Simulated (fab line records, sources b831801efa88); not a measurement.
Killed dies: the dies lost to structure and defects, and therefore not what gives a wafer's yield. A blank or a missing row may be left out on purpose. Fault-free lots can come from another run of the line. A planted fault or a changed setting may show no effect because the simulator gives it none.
Problem report, 8D (eight disciplines) form, completed by code    flow sky130    the parts of the form that need people (team, actions taken, sign-off) are left out

== 1. THE PROBLEM ==
Wafers without a fault read 0.9 %, standard deviation 0.48; sort_bin_3_pad_short at SKY_PAD_OPEN_PROBE_99 reads a mean of 4.4 % on 3 wafers belonging to 2 lots. That puts it +7.4 standard deviations away from the usual mean.
First observed at day 49 09:05: wafer L311.3, on prober-01. The record holds 6 wafers of 2 lots with a number at this step. Rule for "out", or "out of limits": more than 4 standard deviations from the usual mean. Any other wafer with a number is counted as sound.

== 2. WHAT IT IS, AND WHAT IT ISN'T ==
question                     is                                                                                                        is not
which readings at this step  sort_bin_3_pad_short, defect_limited_yield, killed_at_M0_to_M3, killed_dies, sort_n_pass, sort_yield_pct  killed_at_M4_up, killed_at_contacts, killed_at_front_end, killed_at_other, killed_open, killed_short, sort_bin_6_memory
which lots                   L311, L312                                                                                                -
which wafers of those lots   L311.3, L311.6, L312.2                                                                                    L311.5, L312.1, L312.5
read on which tools          prober-01, prober-02                                                                                      -
when                         from day 49 09:05                                                                                         up to then (0 sound wafers); but 3 sound wafers of L311, L312 came after

== 3. SUSPECTS, AND WHAT RULES EACH OUT ==
Counting: if a tool at a process step up to the reading ran every lot that is out, it stays a suspect. Sound lots after the first of them don't rule it out here, since some wafers of a struck lot are sound.
- rie_diel-02 at SKY_VIA1_ETCH_15 (etches SiO2 in C4F8/O2/Ar, stops on TiN, target depth 351 nm, time 54 s): kept. It ran every lot that is out, first L311 (day 38 08:21).
- The sound lot-mates ran in chamber 2 of rie_diel-02 at SKY_VIA1_ETCH_15, but the wafers that are out ran in chamber 1.
Left after counting: rie_diel-02 at SKY_VIA1_ETCH_15.

== 4. THE CAUSE (what the simulator had put in) ==
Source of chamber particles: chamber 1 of rie_diel-02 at SKY_VIA1_ETCH_15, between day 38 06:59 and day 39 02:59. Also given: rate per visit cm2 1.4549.
Counting left only this tool.

== 5. THE CHAIN OF EFFECTS, in route order ==
Each row: a reading whose mean over the struck wafers that have a number lies more than 3 standard deviations from the usual. Scope: only readings with a usual standard deviation given in the record; hours: median across lots of the time from each lot's start at the first step in this table that gives one to its start at this step; sigmas: change in usual standard deviations.
hours  step                   reading               usual   on struck wafers  change  sigmas
0      SKY_PAD_OPEN_PROBE_99  defect_limited_yield  82.8 %  73.0              -9.8    -4.9
0      SKY_PAD_OPEN_PROBE_99  killed_at_M0_to_M3    43      92                +49     +7.7
0      SKY_PAD_OPEN_PROBE_99  killed_dies           85      133               +48     +4.9
0      SKY_PAD_OPEN_PROBE_99  sort_bin_3_pad_short  0.9 %   4.4               +3.5    +7.4
0      SKY_PAD_OPEN_PROBE_99  sort_bin_5_function   10.3 %  16.6              +6.3    +3.9
0      SKY_PAD_OPEN_PROBE_99  sort_n_pass           407     359               -48     -4.9
0      SKY_PAD_OPEN_PROBE_99  sort_yield_pct        82.8 %  73.0              -9.8    -4.9
Here are the process steps it includes:
- SKY_PAD_OPEN_PROBE_99

== 6. HOW IT WOULD HAVE BEEN CAUGHT EARLIER ==
The fault began at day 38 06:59; the first out-of-limits reading in this record came at day 49 09:05, 266 hours later.
Tool readings at SKY_VIA1_ETCH_15 with a usual standard deviation given in the record: none out on any struck wafer, hence no alarm at a limit of 4 standard deviations on them.
By day 49 09:05 the whole set of lots that are out, 2 in number, had already begun SKY_VIA1_ETCH_15 on rie_diel-02. Had the tool been put on hold then, not one of them would have been saved.
